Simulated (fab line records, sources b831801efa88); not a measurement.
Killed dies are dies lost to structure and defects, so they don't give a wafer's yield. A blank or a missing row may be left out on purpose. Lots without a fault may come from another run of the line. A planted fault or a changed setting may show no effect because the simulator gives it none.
One fault seen from 2 desks | flow sfq_line | each desk has only its own numbers; what lay behind them comes last

THE METROLOGY DESK
What the gauges read, lot by lot, whatever tool the lot ran on: means of the sampled wafers that have a number. A lot is out of limits, marked OUT, if its mean lies more than 4 standard deviations from the usual mean; the brackets give that distance.
Columns: A = I6_BOW at SFQ_I6_BOW_MEAS_941, usual 3 um; B = I6_OVL at SFQ_I6_OVL_MEAS_942, usual -1 nm; C = I7_OVL at SFQ_I7_OVL_MEAS_947, usual -2 nm
lot  | first seen here | A   | B  | C
L694 | day 64 08:02    | -13 | 2  | -9
L695 | day 64 09:04    | 3   | -3 | -10
L696 | day 64 14:02    | -9  | 4  | -1
L698 | day 64 20:02    | 15  | -8 | 0
L699 | day 69 06:11    | -1  | -3 | 1
L700 | day 69 14:16    | -11 | 5  | 1
L701 | day 69 17:16    | -4  | 5  | 4
L702 | day 70 16:55    | -5  | 6  | -6
L703 | day 71 06:43    | 11  | 0  | -1
L704 | day 71 14:03    | -3  | -8 | -4
L705 | day 71 16:27    | 9   | -0 | 2
L711 | day 72 09:17    | 0   | 9  | -1
L713 | day 72 14:13    | 11  | 8  | -7
L715 | day 72 17:10    | 10  | 2  | 7
L716 | day 72 19:10    | 0   | -6 | -5
This desk's finding: nothing out of limits on any of the 15 lots.

THE TOOL OWNER'S DESK: rie_metal-03
The tool's own readings at SFQ_TRILAYER_M6_BARC_OPEN_METAL_ETCH_206 (etches BARC in O2, target depth 125 nm, time 41.7 s): means of the sampled wafers that have a number, for each lot that ran on this tool. A lot is out of limits, marked OUT, if its mean lies more than 4 standard deviations from the usual mean; the brackets give that distance.
Columns: A = bias_w at SFQ_TRILAYER_M6_BARC_OPEN_METAL_ETCH_206, usual 79.97 W; B = drypump_motor_current_A at SFQ_TRILAYER_M6_BARC_OPEN_METAL_ETCH_206, usual 5.9 A; C = he_backside_leak_sccm at SFQ_TRILAYER_M6_BARC_OPEN_METAL_ETCH_206, usual 3.49 sccm; D = oes_product_au at SFQ_TRILAYER_M6_BARC_OPEN_METAL_ETCH_206, usual 0.684 a.u.; E = run_length_s at SFQ_TRILAYER_M6_BARC_OPEN_METAL_ETCH_206, usual 70.1 s
lot  | first seen here | A     | B   | C    | D               | E
L695 | day 63 17:55    | 79.45 | 6.2 | 3.66 | 0.683           | 70.1
L696 | day 64 00:43    | 80.20 | 6.5 | 3.51 | 0.686           | 69.9
L698 | day 64 05:31    | 80.22 | 6.5 | 3.68 | 0.683           | 70.0
L700 | day 69 07:28    | 80.25 | 6.2 | 3.58 | 0.683           | 70.4
L704 | day 71 09:59    | 80.06 | 6.5 | 3.35 | 0.686           | 70.1
L711 | day 72 05:13    | 80.31 | 6.4 | 3.60 | 0.764 (+18) OUT | 65.1 (-13) OUT
L713 | day 72 10:08    | 80.19 | 6.5 | 3.41 | 0.735 (+12) OUT | 66.6 (-9.2) OUT
L716 | day 72 13:43    | 79.96 | 6.3 | 3.56 | 0.793 (+25) OUT | 63.2 (-18) OUT
This desk's finding: out of limits on L711, L713, L716; first on L711, day 72 05:13 (oes_product_au at SFQ_TRILAYER_M6_BARC_OPEN_METAL_ETCH_206). In limits: L695, L696, L698, L700, L704.

PUT TOGETHER
The tool owner's desk could have raised an alarm at day 72 05:13, on L711, L713, L716.
The metrology desk saw nothing out of limits.
The metrology desk has L711, L713, L716 on record, within its limits.
Of the lots named, all ran SFQ_TRILAYER_M6_BARC_OPEN_METAL_ETCH_206 on rie_metal-03.

WHAT THE SIMULATOR HAD PUT IN
Process parameter drift: rie_metal-03, from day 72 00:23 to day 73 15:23, at SFQ_TRILAYER_M6_BARC_OPEN_METAL_ETCH_206. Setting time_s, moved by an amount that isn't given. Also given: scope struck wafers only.
Lots struck among those shown: L711, L713, L716.
Hours from the fault's start to each desk's first reading out of limits: the tool owner's desk, 5.
